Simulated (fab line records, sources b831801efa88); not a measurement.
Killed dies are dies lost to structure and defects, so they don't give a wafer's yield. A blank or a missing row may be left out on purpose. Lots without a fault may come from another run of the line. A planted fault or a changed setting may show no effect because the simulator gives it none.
fab line records | flow sky130 | part 1 of 2: steps 1 to 34 of 46
record lots=5 wafers=15 last_day=49
route steps=708 shown LDD_N@251 LDD_P@255 LDD_HVN@267 LDD_HVP@278 LDD_LDN@289
lots that met no fault: from a run of the same line without faults
start_h: hours from the record's first day to the start of the lot's first wafer shown | wait_h: hours since the lot's step before | " the same as in the row above | L1.1+2: a row that stands for several wafers | - no value, or no start given | * or withheld: withheld | < > ~ a bound
route shown NAME@n: a module of which the file shows steps, and the number in the route of the first | usual: mean/standard deviation of fault-free wafers | same: alike in all rows | chamber/n: place in a boat | sites: the reading at each site | _std_site: their standard deviation | _edge_site: outer sites' mean less inner sites' | radius_mm: how far each site lies from the wafer's centre | mask NAME#n: copy n | behind: the tool/chamber that last shaped the wafer | hold: why the lot was held/for how many hours/how that ended | device: the transistor (n, p or np) that didn't switch | end of line: the same wafers' tests at the end of the route | a step without rows: its recipe alone | killed: dies lost to structure and defects at the first sort, not the wafer's yield | map: a wafer's dies, x killed, . not, _ none there
set.NAME: the setting as run; set.NAME@STEP: as run at that earlier step | model.NAME: the simulator's own value behind a step, which no gauge read
lots at some steps of the route; a table a step, a row a wafer
services: from which hour (start_h, from the record's first day; less than 0 if before it) a tool's chamber was out of use, for how many hours, and why
## steps
# step SKY_LDD_N_IMPLANT_14
# recipe species=BF2 energy_kev=50 dose_cm2=5e+12 tilt_deg=30 rotation_deg=180
# usual dose_ions_cm2=4.999e+12/5.4e+09
# columns lot.wafer tool chamber start_h wait_h dose_ions_cm2
L075.3 implanter-01 0 423.25 0.1 5.003e+12
L075.4 " 0 " " 4.996e+12
L075.6 " 0 " " 4.999e+12
L076.1 implanter-02 0 430.50 0.1 4.99e+12
L076.3 " 0 " " 5.005e+12
L076.6 " 0 " " 5.003e+12
L084.2 implanter-02 0 491.82 0.1 5e+12
L084.3 " 0 " " 5.004e+12
L084.6 " 0 " " 5.005e+12
L087.1 implanter-04 0 525.00 0.1 4.99e+12
L087.2 " 0 " " 5e+12
L087.3 " 0 " " 4.994e+12
L090.1 implanter-01 0 545.86 0.1 4.991e+12
L090.2 " 0 " " 4.992e+12
L090.5 " 0 " " 4.993e+12
# step SKY_LDD_N_IMPLANT_15
# recipe species=BF2 energy_kev=50 dose_cm2=5e+12 tilt_deg=30 rotation_deg=270
# usual dose_ions_cm2=5e+12/5.6e+09
# columns lot.wafer tool chamber start_h wait_h dose_ions_cm2
L075.3 implanter-01 0 423.40 0.1 5.004e+12
L075.4 " 0 " " 4.99e+12
L075.6 " 0 " " 4.999e+12
L076.1 implanter-02 0 430.65 0.1 4.994e+12
L076.3 " 0 " " 5.001e+12
L076.6 " 0 " " 4.989e+12
L084.2 implanter-02 0 491.97 0.1 4.998e+12
L084.3 " 0 " " 4.999e+12
L084.6 " 0 " " 5.003e+12
L087.1 implanter-04 0 525.15 0.1 4.995e+12
L087.2 " 0 " " 5.012e+12
L087.3 " 0 " " 5.009e+12
L090.1 implanter-01 0 546.01 0.1 4.992e+12
L090.2 " 0 " " 4.996e+12
L090.5 " 0 " " 5.001e+12
# step SKY_LDD_N_STRIP_16
# recipe chemistry=O2/N2 power_w=1400 pressure_mtorr=1500 platen_temp_c=withheld o2_flow_sccm=3000 n2_flow_sccm=300 overash_fraction=0.5
# usual drypump_motor_current_A=5.4/0.4 n2_flow_sccm=300.2/0.94 oes_product_au=0.407/0.0046 strip_time_to_endpoint_s=4.312/0.017
# columns lot.wafer tool chamber start_h wait_h drypump_motor_current_A n2_flow_sccm oes_product_au rf_hours_counter_h strip_time_to_endpoint_s
L075.3 plasma_asher-04 0 423.53 0.1 5.1 301.1 0.412 - 4.314
L075.4 " 1 " " 5.9 300.6 0.406 - 4.314
L075.6 " 0 " " 5.1 300.7 0.404 - 4.314
L076.1 plasma_asher-01 1 430.80 0.1 5.0 299.2 0.398 0 4.287
L076.3 " 1 " " 5.0 300.3 0.408 - 4.301
L076.6 " 0 " " 6.1 302.5 0.403 - 4.275
L084.2 plasma_asher-04 1 492.10 0.1 5.8 301.2 0.402 68 4.325
L084.3 " 0 " " 5.1 301.5 0.410 - 4.357
L084.6 " 0 " " 5.1 300.6 0.408 - 4.318
L087.1 plasma_asher-04 1 525.30 0.1 5.8 298.6 0.408 72 4.310
L087.2 " 0 " " 5.1 300.2 0.401 72 4.337
L087.3 " 1 " " 5.8 299.5 0.411 - 4.321
L090.1 plasma_asher-03 1 546.16 0.1 5.2 301.5 0.411 41 4.317
L090.2 " 0 " " 5.3 300.5 0.407 41 4.313
L090.5 " 0 " " 5.3 300.3 0.413 - 4.313
# step SKY_LDD_N_TW_MEAS_17
# usual LDD_N_TW=2573/15
# columns lot.wafer tool chamber start_h wait_h LDD_N_TW
L075.3 film_metro-04 - 423.62 0.1 2551
L075.4 " - " " 2558
L075.6 " - " " 2551
L076.1 film_metro-02 - 430.90 0.1 2601
L076.3 " - " " 2587
L076.6 " - " " 2580
L084.2 film_metro-01 - 492.21 0.1 2584
L084.3 " - " " 2573
L084.6 " - " " 2585
L087.1 film_metro-02 - 525.40 0.1 2588
L087.2 " - " " 2573
L087.3 " - " " 2585
L090.1 film_metro-01 - 546.26 0.1 2568
L090.2 " - " " 2549
L090.5 " - " " 2573
# step SKY_LDD_P_DEHYDRATE_00
# recipe temp_c=200 time_s=60
# columns lot.wafer tool chamber start_h wait_h
L075.3+4+6 litho_track-04 0 438.65 15.0
L076.1+3+6 litho_track-01 0 446.26 15.4
L084.2+3+6 litho_track-04 0 506.97 14.8
L087.1+2+3 litho_track-04 0 539.75 14.3
L090.1+2+5 litho_track-04 0 560.40 14.1
# step SKY_LDD_P_HMDS_01
# recipe prime_time_s=60 prime_temp_c=120
# columns lot.wafer tool chamber start_h wait_h
L075.3+4+6 litho_track-04 0 438.80 0.1
L076.1+3+6 litho_track-01 0 446.41 0.1
L084.2+3+6 litho_track-04 0 507.12 0.1
L087.1+2+3 litho_track-04 0 539.90 0.1
L090.1+2+5 litho_track-04 0 560.55 0.1
# step SKY_LDD_P_COAT_02
# recipe resist=NOVOLAK spin_rpm=3000 resist_thk_nm=1140
# columns lot.wafer tool chamber start_h wait_h
L075.3+4+6 litho_track-04 0 438.95 0.1
L076.1+3+6 litho_track-01 0 446.56 0.1
L084.2+3+6 litho_track-04 0 507.27 0.1
L087.1+2+3 litho_track-04 0 540.05 0.1
L090.1+2+5 litho_track-04 0 560.70 0.1
# step SKY_LDD_P_SOFTBAKE_03
# recipe temp_c=90 time_s=60 resist=NOVOLAK
# columns lot.wafer tool chamber start_h wait_h
L075.3+4+6 litho_track-04 0 439.10 0.1
L076.1+3+6 litho_track-01 0 446.71 0.1
L084.2+3+6 litho_track-04 0 507.42 0.1
L087.1+2+3 litho_track-04 0 540.20 0.1
L090.1+2+5 litho_track-04 0 560.85 0.1
# step SKY_LDD_P_EXPOSE_04
# recipe mask_id=PSDM na=0.6 source_shape=conventional sigma_outer=0.6 polarization=unpolarized target_cd_nm=380 dose_mj=138
# columns lot.wafer tool chamber start_h wait_h mask
L075.3+4+6 iline_stepper-01 0 - - PSDM#0
L076.1+3+6 iline_stepper-02 0 - - PSDM#0
L084.2+3+6 iline_stepper-01 0 - - PSDM#0
L087.1+2+3 iline_stepper-01 0 - - PSDM#0
L090.1+2+5 iline_stepper-01 0 - - PSDM#0
# step SKY_LDD_P_PEB_05
# recipe temp_c=withheld time_s=* resist=NOVOLAK
# columns lot.wafer tool chamber start_h wait_h
L075.3+4+6 litho_track-01 0 - -
L076.1+3+6 litho_track-02 0 - -
L084.2+3+6 litho_track-02 0 - -
L087.1+2+3 litho_track-01 0 - -
L090.1+2+5 litho_track-01 0 - -
# step SKY_LDD_P_DEVELOP_06
# recipe resist=NOVOLAK developer=TMAH develop_time_s=60 dev_temp_c=23
# columns lot.wafer tool chamber start_h wait_h
L075.3+4+6 litho_track-01 0 454.46 0.1
L076.1+3+6 litho_track-02 0 461.85 0.1
L084.2+3+6 litho_track-02 0 521.83 0.1
L087.1+2+3 litho_track-01 0 555.21 0.1
L090.1+2+5 litho_track-01 0 575.71 0.1
# step SKY_LDD_P_CD_MEAS_07
# recipe target_cd_nm=380
# usual cd_nm=379.6/2.2
# columns lot.wafer tool chamber start_h wait_h cd_nm
L075.3 cd_sem-01 - 454.60 0.1 381.0
L075.4 " - " " 382.0
L075.6 " - " " 378.9
L076.1 cd_sem-01 - 462.00 0.1 379.5
L076.3 " - " " 379.2
L076.6 " - " " 377.3
L084.2 cd_sem-02 - 521.97 0.1 382.8
L084.3 " - " " 380.3
L084.6 " - " " 382.0
L087.1 cd_sem-01 - 555.36 0.1 380.8
L087.2 " - " " 380.1
L087.3 " - " " 381.9
L090.1 cd_sem-02 - 575.86 0.1 381.8
L090.2 " - " " 381.2
L090.5 " - " " 382.2
# step SKY_LDD_P_OVL_MEAS_08
# usual LDD_P_OVL=-0.3/1.3
# columns lot.wafer tool chamber start_h wait_h LDD_P_OVL[nm]
L075.3 overlay-02 - 454.69 0.1 -2.2
L075.4 " - " " -3.1
L075.6 " - " " -0.8
L076.1 overlay-01 - 462.12 0.1 -3.9
L076.3 " - " " -1.9
L076.6 " - " " -3.5
L084.2 overlay-02 - 522.08 0.1 0.6
L084.3 " - " " 1.9
L084.6 " - " " -0.7
L087.1 overlay-01 - 555.48 0.1 0.7
L087.2 " - " " 0.7
L087.3 " - " " -1.6
L090.1 overlay-01 - 575.98 0.1 -1.0
L090.2 " - " " -0.1
L090.5 " - " " -2.4
# step SKY_LDD_P_IMPLANT_09
# recipe species=BF2 energy_kev=25 dose_cm2=1e+13 tilt_deg=withheld
# usual dose_ions_cm2=1.0001e+13/1.1e+10
# columns lot.wafer tool chamber start_h wait_h dose_ions_cm2
L075.3 implanter-02 0 454.77 0.1 9.987e+12
L075.4 " 0 " " 9.994e+12
L075.6 " 0 " " 1.0007e+13
L076.1 implanter-03 0 462.16 0.0 1.0017e+13
L076.3 " 0 " " 1.0013e+13
L076.6 " 0 " " 1.0008e+13
L084.2 implanter-04 0 522.14 0.0 1.0003e+13
L084.3 " 0 " " 1.0006e+13
L084.6 " 0 " " 9.994e+12
L087.1 implanter-04 0 555.52 0.0 1.0003e+13
L087.2 " 0 " " 1.0002e+13
L087.3 " 0 " " 1e+13
L090.1 implanter-04 0 576.02 0.0 1.0005e+13
L090.2 " 0 " " 1.0012e+13
L090.5 " 0 " " 1.0005e+13
# step SKY_LDD_P_STRIP_10
# recipe chemistry=O2/N2 power_w=1400 pressure_mtorr=1500 platen_temp_c=withheld o2_flow_sccm=3000 n2_flow_sccm=300 overash_fraction=0.5
# usual drypump_motor_current_A=5.5/0.45 n2_flow_sccm=300.1/0.93 oes_product_au=0.715/0.0043 strip_time_to_endpoint_s=14.18/0.036
# columns lot.wafer tool chamber start_h wait_h drypump_motor_current_A n2_flow_sccm oes_product_au rf_hours_counter_h strip_time_to_endpoint_s
L075.3 plasma_asher-02 0 454.90 0.1 5.0 300.5 0.712 - 14.12
L075.4 " 1 " " 5.7 299.3 0.711 - 14.12
L075.6 " 1 " " 5.7 300.3 0.716 - 14.11
L076.1 plasma_asher-01 0 462.31 0.1 6.1 300.1 0.714 3 14.17
L076.3 " 1 " " 5.0 300.9 0.713 - 14.15
L076.6 " 0 " " 6.1 300.3 0.714 - 14.17
L084.2 plasma_asher-02 1 522.26 0.1 5.7 299.4 0.714 83 14.15
L084.3 " 1 " " 5.7 300.8 0.714 - 14.16
L084.6 " 1 " " 5.7 300.1 0.717 - 14.21
L087.1 plasma_asher-01 0 555.67 0.1 6.1 298.3 0.715 11 14.19
L087.2 " 1 " " 5.0 300.1 0.713 11 14.18
L087.3 " 0 " " 6.1 298.7 0.711 - 14.20
L090.1 plasma_asher-01 0 576.17 0.1 6.1 299.4 0.721 13 14.20
L090.2 " 1 " " 5.0 299.5 0.717 13 14.20
L090.5 " 0 " " 6.1 299.0 0.711 - 14.21
# step SKY_LDD_P_TW_MEAS_11
# usual LDD_P_TW=636/6.1
# columns lot.wafer tool chamber start_h wait_h LDD_P_TW
L075.3 film_metro-04 - 454.99 0.1 629
L075.4 " - " " 631
L075.6 " - " " 630
L076.1 film_metro-01 - 462.41 0.1 642
L076.3 " - " " 645
L076.6 " - " " 641
L084.2 film_metro-04 - 522.37 0.1 629
L084.3 " - " " 628
L084.6 " - " " 630
L087.1 film_metro-01 - 555.77 0.1 635
L087.2 " - " " 630
L087.3 " - " " 632
L090.1 film_metro-03 - 576.27 0.1 641
L090.2 " - " " 639
L090.5 " - " " 638
# step SKY_LDD_HVN_DEHYDRATE_00
# recipe temp_c=200 time_s=60
# columns lot.wafer tool chamber start_h wait_h
L075.3+4+6 litho_track-02 0 469.50 14.5
L076.1+3+6 litho_track-03 0 476.62 14.2
L084.2+3+6 litho_track-03 0 536.90 14.5
L087.1+2+3 litho_track-01 0 569.86 14.1
L090.1+2+5 litho_track-03 0 590.17 13.9
# step SKY_LDD_HVN_HMDS_01
# recipe prime_time_s=60 prime_temp_c=120
# columns lot.wafer tool chamber start_h wait_h
L075.3+4+6 litho_track-02 0 469.65 0.1
L076.1+3+6 litho_track-03 0 476.77 0.1
L084.2+3+6 litho_track-03 0 537.05 0.1
L087.1+2+3 litho_track-01 0 570.01 0.1
L090.1+2+5 litho_track-03 0 590.32 0.1
# step SKY_LDD_HVN_COAT_02
# recipe resist=NOVOLAK spin_rpm=3000 resist_thk_nm=300
# columns lot.wafer tool chamber start_h wait_h
L075.3+4+6 litho_track-02 0 469.80 0.1
L076.1+3+6 litho_track-03 0 476.92 0.1
L084.2+3+6 litho_track-03 0 537.20 0.1
L087.1+2+3 litho_track-01 0 570.16 0.1
L090.1+2+5 litho_track-03 0 590.47 0.1
# step SKY_LDD_HVN_SOFTBAKE_03
# recipe temp_c=90 time_s=60 resist=NOVOLAK
# columns lot.wafer tool chamber start_h wait_h
L075.3+4+6 litho_track-02 0 469.95 0.1
L076.1+3+6 litho_track-03 0 477.07 0.1
L084.2+3+6 litho_track-03 0 537.35 0.1
L087.1+2+3 litho_track-01 0 570.31 0.1
L090.1+2+5 litho_track-03 0 590.62 0.1
# step SKY_LDD_HVN_EXPOSE_04
# recipe mask_id=HVNTM na=0.6 source_shape=conventional sigma_outer=0.6 polarization=unpolarized target_cd_nm=700 dose_mj=127
# columns lot.wafer tool chamber start_h wait_h mask
L075.3+4+6 iline_stepper-01 0 - - HVNTM#0
L076.1+3+6 iline_stepper-02 0 - - HVNTM#0
L084.2+3+6 iline_stepper-01 0 - - HVNTM#0
L087.1+2+3 iline_stepper-02 0 - - HVNTM#0
L090.1+2+5 iline_stepper-02 0 - - HVNTM#0
# step SKY_LDD_HVN_PEB_05
# recipe temp_c=withheld time_s=* resist=NOVOLAK
# columns lot.wafer tool chamber start_h wait_h
L075.3+4+6 litho_track-02 0 - -
L076.1+3+6 litho_track-01 0 - -
L084.2+3+6 litho_track-03 0 - -
L087.1+2+3 litho_track-01 0 - -
L090.1+2+5 litho_track-02 0 - -
# step SKY_LDD_HVN_DEVELOP_06
# recipe resist=NOVOLAK developer=TMAH develop_time_s=60 dev_temp_c=23
# columns lot.wafer tool chamber start_h wait_h
L075.3+4+6 litho_track-02 0 484.80 0.1
L076.1+3+6 litho_track-01 0 492.26 0.1
L084.2+3+6 litho_track-03 0 552.65 0.1
L087.1+2+3 litho_track-01 0 584.81 0.1
L090.1+2+5 litho_track-02 0 605.00 0.1
# step SKY_LDD_HVN_OVL_MEAS_07
# usual LDD_HVN_OVL=-1.0/1.7
# columns lot.wafer tool chamber start_h wait_h LDD_HVN_OVL[nm]
L075.3 overlay-02 - 484.92 0.1 2.6
L075.4 " - " " 2.6
L075.6 " - " " 2.3
L076.1 overlay-01 - 492.41 0.1 2.2
L076.3 " - " " 0.8
L076.6 " - " " -0.2
L084.2 overlay-01 - 552.78 0.1 2.8
L084.3 " - " " 0.7
L084.6 " - " " 1.0
L087.1 overlay-02 - 584.96 0.1 0.7
L087.2 " - " " 1.3
L087.3 " - " " -0.6
L090.1 overlay-02 - 605.15 0.1 -1.5
L090.2 " - " " -1.7
L090.5 " - " " -1.3
# step SKY_LDD_HVN_IMPLANT_08
# recipe species=P energy_kev=60 dose_cm2=3e+13 tilt_deg=40
# usual dose_ions_cm2=3.001e+13/3.4e+10
# columns lot.wafer tool chamber start_h wait_h dose_ions_cm2
L075.3 implanter-03 0 484.99 0.1 3.004e+13
L075.4 " 0 " " 3e+13
L075.6 " 0 " " 3.007e+13
L076.1 implanter-01 0 492.45 0.0 2.996e+13
L076.3 " 0 " " 3.003e+13
L076.6 " 0 " " 3.004e+13
L084.2 implanter-04 0 552.83 0.0 2.998e+13
L084.3 " 0 " " 2.999e+13
L084.6 " 0 " " 3.001e+13
L087.1 implanter-04 0 585.00 0.0 2.999e+13
L087.2 " 0 " " 2.998e+13
L087.3 " 0 " " 2.994e+13
L090.1 implanter-04 0 605.19 0.0 3.001e+13
L090.2 " 0 " " 3.001e+13
L090.5 " 0 " " 2.999e+13
# step SKY_LDD_HVN_STRIP_09
# recipe chemistry=O2/N2 power_w=1400 pressure_mtorr=1500 platen_temp_c=withheld o2_flow_sccm=3000 n2_flow_sccm=300 overash_fraction=0.5
# usual drypump_motor_current_A=5.4/0.41 n2_flow_sccm=300.0/0.95 oes_product_au=0.409/0.0044 strip_time_to_endpoint_s=4.132/0.014
# columns lot.wafer tool chamber start_h wait_h drypump_motor_current_A n2_flow_sccm oes_product_au rf_hours_counter_h strip_time_to_endpoint_s
L075.3 plasma_asher-02 0 485.12 0.1 5.0 302.2 0.404 - 4.124
L075.4 " 1 " " 5.7 299.6 0.411 - 4.142
L075.6 " 1 " " 5.7 299.1 0.413 - 4.118
L076.1 plasma_asher-02 0 492.60 0.1 5.0 298.6 0.409 80 4.112
L076.3 " 1 " " 5.7 300.4 0.404 - 4.108
L076.6 " 0 " " 5.0 298.3 0.405 - 4.108
L084.2 plasma_asher-03 0 552.96 0.1 5.3 299.5 0.416 42 4.122
L084.3 " 0 " " 5.3 299.3 0.414 - 4.127
L084.6 " 0 " " 5.3 299.9 0.407 - 4.136
L087.1 plasma_asher-01 1 585.15 0.1 5.0 299.1 0.410 13 4.130
L087.2 " 0 " " 6.1 298.2 0.413 13 4.128
L087.3 " 1 " " 5.0 298.0 0.408 - 4.144
L090.1 plasma_asher-03 0 605.34 0.1 5.3 301.2 0.407 47 4.143
L090.2 " 1 " " 5.2 300.5 0.400 47 4.134
L090.5 " 0 " " 5.3 301.7 0.418 - 4.124
# step SKY_LDD_HVN_TW_MEAS_10
# usual LDD_HVN_TW=1438/8.8
# columns lot.wafer tool chamber start_h wait_h LDD_HVN_TW
L075.3 film_metro-03 - 485.21 0.1 1442
L075.4 " - " " 1448
L075.6 " - " " 1462
L076.1 film_metro-03 - 492.70 0.1 1439
L076.3 " - " " 1447
L076.6 " - " " 1441
L084.2 film_metro-03 - 553.07 0.1 1456
L084.3 " - " " 1454
L084.6 " - " " 1456
L087.1 film_metro-02 - 585.25 0.1 1440
L087.2 " - " " 1437
L087.3 " - " " 1437
L090.1 film_metro-01 - 605.44 0.1 1436
L090.2 " - " " 1435
L090.5 " - " " 1431
# step SKY_LDD_HVP_DEHYDRATE_00
# recipe temp_c=200 time_s=60
# columns lot.wafer tool chamber start_h wait_h
L075.3+4+6 litho_track-03 0 499.87 14.7
L076.1+3+6 litho_track-02 0 507.25 14.5
L084.2+3+6 litho_track-04 0 567.12 14.0
L087.1+2+3 litho_track-04 0 598.60 13.3
L090.1+2+5 litho_track-03 0 620.07 14.6
# step SKY_LDD_HVP_HMDS_01
# recipe prime_time_s=60 prime_temp_c=120
# columns lot.wafer tool chamber start_h wait_h
L075.3+4+6 litho_track-03 0 500.02 0.1
L076.1+3+6 litho_track-02 0 507.40 0.1
L084.2+3+6 litho_track-04 0 567.27 0.1
L087.1+2+3 litho_track-04 0 598.75 0.1
L090.1+2+5 litho_track-03 0 620.22 0.1
# step SKY_LDD_HVP_COAT_02
# recipe resist=NOVOLAK spin_rpm=3000 resist_thk_nm=300
# columns lot.wafer tool chamber start_h wait_h
L075.3+4+6 litho_track-03 0 500.17 0.1
L076.1+3+6 litho_track-02 0 507.55 0.1
L084.2+3+6 litho_track-04 0 567.42 0.1
L087.1+2+3 litho_track-04 0 598.90 0.1
L090.1+2+5 litho_track-03 0 620.37 0.1
# step SKY_LDD_HVP_SOFTBAKE_03
# recipe temp_c=90 time_s=60 resist=NOVOLAK
# columns lot.wafer tool chamber start_h wait_h
L075.3+4+6 litho_track-03 0 500.32 0.1
L076.1+3+6 litho_track-02 0 507.70 0.1
L084.2+3+6 litho_track-04 0 567.57 0.1
L087.1+2+3 litho_track-04 0 599.05 0.1
L090.1+2+5 litho_track-03 0 620.52 0.1
# step SKY_LDD_HVP_EXPOSE_04
# recipe mask_id=HVPTM na=0.6 source_shape=conventional sigma_outer=0.6 polarization=unpolarized target_cd_nm=700 dose_mj=86
# columns lot.wafer tool chamber start_h wait_h mask
L075.3+4+6 iline_stepper-01 0 - - HVPTM#0
L076.1+3+6 iline_stepper-02 0 - - HVPTM#0
L084.2+3+6 iline_stepper-02 0 - - HVPTM#0
L087.1+2+3 iline_stepper-02 0 - - HVPTM#0
L090.1+2+5 iline_stepper-01 0 - - HVPTM#0
# step SKY_LDD_HVP_PEB_05
# recipe temp_c=withheld time_s=* resist=NOVOLAK
# columns lot.wafer tool chamber start_h wait_h
L075.3+4+6 litho_track-03 0 - -
L076.1+3+6 litho_track-03 0 - -
L084.2+3+6 litho_track-03 0 - -
L087.1+2+3 litho_track-04 0 - -
L090.1+2+5 litho_track-03 0 - -
# step SKY_LDD_HVP_DEVELOP_06
# recipe resist=NOVOLAK developer=TMAH develop_time_s=60 dev_temp_c=23
# columns lot.wafer tool chamber start_h wait_h
L075.3+4+6 litho_track-03 0 515.52 0.1
L076.1+3+6 litho_track-03 0 522.47 0.1
L084.2+3+6 litho_track-03 0 582.15 0.1
L087.1+2+3 litho_track-04 0 614.10 0.1
L090.1+2+5 litho_track-03 0 634.37 0.1
